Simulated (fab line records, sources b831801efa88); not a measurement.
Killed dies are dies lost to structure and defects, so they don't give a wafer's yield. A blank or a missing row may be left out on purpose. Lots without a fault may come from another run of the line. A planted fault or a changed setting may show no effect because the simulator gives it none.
Which tool did it? | flow gf180mcu | 14 lots, 42 wafers sampled, at 6 steps of a route of 602

WHAT THE GAUGES READ, wafer by wafer
GF_STI_CD_MEAS_12: target cd 220 nm. Usual: cd_nm 220.2 nm, standard deviation 1.2.
lot  | measured    | on        | cd_nm (nm)        | flag
L887 | day 2 01:42 | cd_sem-01 | 219.9 220.4 219.6 |
L888 | day 2 07:55 | cd_sem-01 | 220.6 220.1 221.5 |
L890 | day 2 17:00 | cd_sem-02 | 220.9 220.6 221.3 |
L893 | day 3 10:08 | cd_sem-02 | 221.7 221.9 220.3 |
L894 | day 3 15:21 | cd_sem-01 | 219.5 220.3 219.9 |
L895 | day 3 19:59 | cd_sem-01 | 218.8 218.4 218.9 |
L896 | day 4 01:22 | cd_sem-02 | 218.5 219.4 218.7 |
L897 | day 4 06:02 | cd_sem-01 | 220.4 219.2 220.1 |
L898 | day 4 11:04 | cd_sem-01 | 220.6 219.9 221.6 |
L899 | day 4 14:42 | cd_sem-02 | 218.4 217.5 217.7 |
L900 | day 4 20:39 | cd_sem-01 | 218.6 220.1 220.3 |
L907 | day 6 09:05 | cd_sem-01 | 221.0 220.2 221.3 |
L908 | day 6 13:03 | cd_sem-02 | 219.4 220.5 219.2 |
L909 | day 6 18:26 | cd_sem-02 | 222.0 221.5 221.8 |

GF_LVPWELL_TW_MEAS_11. Usual: LVPWELL_TW 562.7, standard deviation 2.7.
lot  | measured    | on            | LVPWELL_TW                          | flag
L887 | day 3 22:07 | film_metro-03 | 559.9 558.4 560.0                   |
L888 | day 4 04:07 | film_metro-03 | 560.0 558.0 557.5                   |
L890 | day 4 16:55 | film_metro-02 | 562.7 563.9 563.9                   |
L893 | day 5 09:25 | film_metro-02 | 567.5 565.5 565.1                   |
L894 | day 5 13:34 | film_metro-02 | 567.0 564.7 566.4                   |
L895 | day 5 19:24 | film_metro-01 | 562.2 561.3 561.0                   |
L896 | day 6 01:57 | film_metro-02 | 682.4 680.5 680.6 683.1 682.3 679.6 | OFF
L897 | day 6 06:48 | film_metro-02 | 680.8 679.8 682.3 681.7 680.2 678.9 | OFF
L898 | day 6 11:49 | film_metro-02 | 563.7 565.5 561.1                   |
L899 | day 6 16:52 | film_metro-01 | 675.2 677.4 677.3 674.3 670.9 673.7 | OFF
L900 | day 6 21:15 | film_metro-01 | 560.5 566.3 563.4                   |
L907 | day 8 14:31 | film_metro-01 | 558.3 563.1 562.1                   |
L908 | day 8 21:24 | film_metro-02 | 568.9 563.8 564.2                   |
L909 | day 9 01:50 | film_metro-02 | 562.8 560.2 563.1                   |

GF_VT_IMPLANT_RS_MEAS_48: measures by four-point-probe. Usual: LVPWELL_RS 1198 ohm/sq, standard deviation 3.
lot  | measured     | on            | LVPWELL_RS (ohm/sq)     | flag
L887 | day 7 14:40  | film_metro-02 | 1202 1198 1202          |
L888 | day 7 22:01  | film_metro-03 | 1198 1197 1200          |
L890 | day 8 13:48  | film_metro-01 | 1197 1196 1199          |
L893 | day 9 08:10  | film_metro-02 | 1201 1198 1201          |
L894 | day 9 15:16  | film_metro-01 | 1200 1199 1200          |
L895 | day 9 22:02  | film_metro-01 | 1193 1192 1196          |
L896 | day 10 04:43 | film_metro-02 | 843 841 845 841 844 845 | OFF
L897 | day 10 11:21 | film_metro-01 | 842 843 844 843 844 843 | OFF
L898 | day 10 17:36 | film_metro-01 | 1202 1198 1198          |
L899 | day 10 23:02 | film_metro-01 | 844 846 845 844 845 844 | OFF
L900 | day 11 03:52 | film_metro-03 | 1196 1193 1197          |
L907 | day 13 06:20 | film_metro-02 | 1198 1198 1200          |
L908 | day 13 12:46 | film_metro-02 | 1197 1201 1202          |
L909 | day 13 19:02 | film_metro-03 | 1200 1198 1197          |

GF_CONTACT_THK_MEAS_26: measures by xrf. Usual: CONTACT_W_THK 306 nm, standard deviation 4.4.
lot  | measured     | on            | CONTACT_W_THK (nm) | flag
L887 | day 16 06:34 | film_metro-02 | 303 296 302        |
L888 | day 16 16:42 | film_metro-03 | 304 313 312        |
L890 | day 17 13:44 | film_metro-03 | 304 308 301        |
L893 | day 18 16:43 | film_metro-03 | 305 305 304        |
L894 | day 18 23:23 | film_metro-01 | 299 305 301        |
L895 | day 19 04:27 | film_metro-01 | 304 304 302        |
L898 | day 20 10:16 | film_metro-03 | 311 311 309        |
L900 | day 21 00:30 | film_metro-01 | 309 306 306        |
L907 | day 23 11:25 | film_metro-02 | 308 304 305        |
L908 | day 23 18:38 | film_metro-02 | 310 309 306        |
L909 | day 24 03:04 | film_metro-03 | 307 309 308        |

WHICH TOOL RAN EACH LOT (tool, then ch and the chambers of the sampled wafers, then the start)
lot  | GF_LVPWELL_IMPLANT_08          | GF_SALICIDE_RTA_06
L887 | implanter-04 ch 0, day 3 21:44 | rtp_anneal-01 ch 0, day 15 06:25
L888 | implanter-03 ch 0, day 4 03:43 | rtp_anneal-02 ch 0, day 15 16:36
L890 | implanter-04 ch 0, day 4 16:31 | rtp_anneal-01 ch 0, day 16 12:41
L893 | implanter-03 ch 0, day 5 09:01 | rtp_anneal-02 ch 0, day 17 15:26
L894 | implanter-02 ch 0, day 5 13:10 | rtp_anneal-02 ch 0, day 17 21:14
L895 | implanter-03 ch 0, day 5 19:02 | rtp_anneal-01 ch 0, day 18 03:11
L896 | implanter-04 ch 0, day 6 01:14 | -
L897 | implanter-02 ch 0, day 6 06:07 | -
L898 | implanter-04 ch 0, day 6 11:28 | rtp_anneal-01 ch 0, day 19 07:56
L899 | implanter-02 ch 0, day 6 15:53 | -
L900 | implanter-02 ch 0, day 6 20:52 | rtp_anneal-02 ch 0, day 19 22:02
L907 | implanter-03 ch 0, day 8 14:08 | rtp_anneal-02 ch 0, day 22 11:02
L908 | implanter-04 ch 0, day 8 21:01 | rtp_anneal-02 ch 0, day 22 18:09
L909 | implanter-02 ch 0, day 9 01:26 | rtp_anneal-02 ch 0, day 23 03:14
- GF_LVPWELL_IMPLANT_08
- GF_SALICIDE_RTA_06: time 30 s.

WHAT THE TOOLS THEMSELVES READ (means of the sampled wafers that have a number; where no wafer has one, the mark that the record gives instead)
GF_SALICIDE_RTA_06. Usual: lamp_power_pct 6.29 %, standard deviation 0.091; wafer_temp_C_max 531.9, standard deviation 0.75.
lot  | tool          | lamp_power_pct (%) | wafer_temp_C_max | flag
L887 | rtp_anneal-01 | 6.19               | 531.3            |
L888 | rtp_anneal-02 | 6.37               | 532.0            |
L890 | rtp_anneal-01 | 6.18               | 531.2            |
L893 | rtp_anneal-02 | 6.38               | 532.3            |
L894 | rtp_anneal-02 | 6.37               | 532.3            |
L895 | rtp_anneal-01 | 6.19               | 531.3            |
L898 | rtp_anneal-01 | 6.19               | 531.2            |
L900 | rtp_anneal-02 | 6.37               | 532.4            |
L907 | rtp_anneal-02 | 6.37               | 532.7            |
L908 | rtp_anneal-02 | 6.37               | 532.2            |
L909 | rtp_anneal-02 | 6.37               | 532.8            |

THE ANSWER, worked out from the rows above alone
Rule: a lot is off if the mean of its wafers that have a number lies more than 3 standard deviations from the usual mean. A lot without any number at a reading at which 4 lots or more have one is off too. The other lots that the step has rows for count as sound. The gauges are gone through in route order, then the tools' own readings, and for those a lot's mean is taken as printed above. The first step at which some lot is off is used, and at that step the reading that is off furthest; a lot without a number counts as furthest.
Off: L896, L897, L899, at GF_LVPWELL_TW_MEAS_11 (LVPWELL_TW).
A tool fits if, at a process step before that reading, it ran every lot that is off, and no sound lot after the first of them. The gauges at GF_LVPWELL_TW_MEAS_11 are tried like those tools. None of those tried fits.

WHAT THE SIMULATOR HAD PUT IN
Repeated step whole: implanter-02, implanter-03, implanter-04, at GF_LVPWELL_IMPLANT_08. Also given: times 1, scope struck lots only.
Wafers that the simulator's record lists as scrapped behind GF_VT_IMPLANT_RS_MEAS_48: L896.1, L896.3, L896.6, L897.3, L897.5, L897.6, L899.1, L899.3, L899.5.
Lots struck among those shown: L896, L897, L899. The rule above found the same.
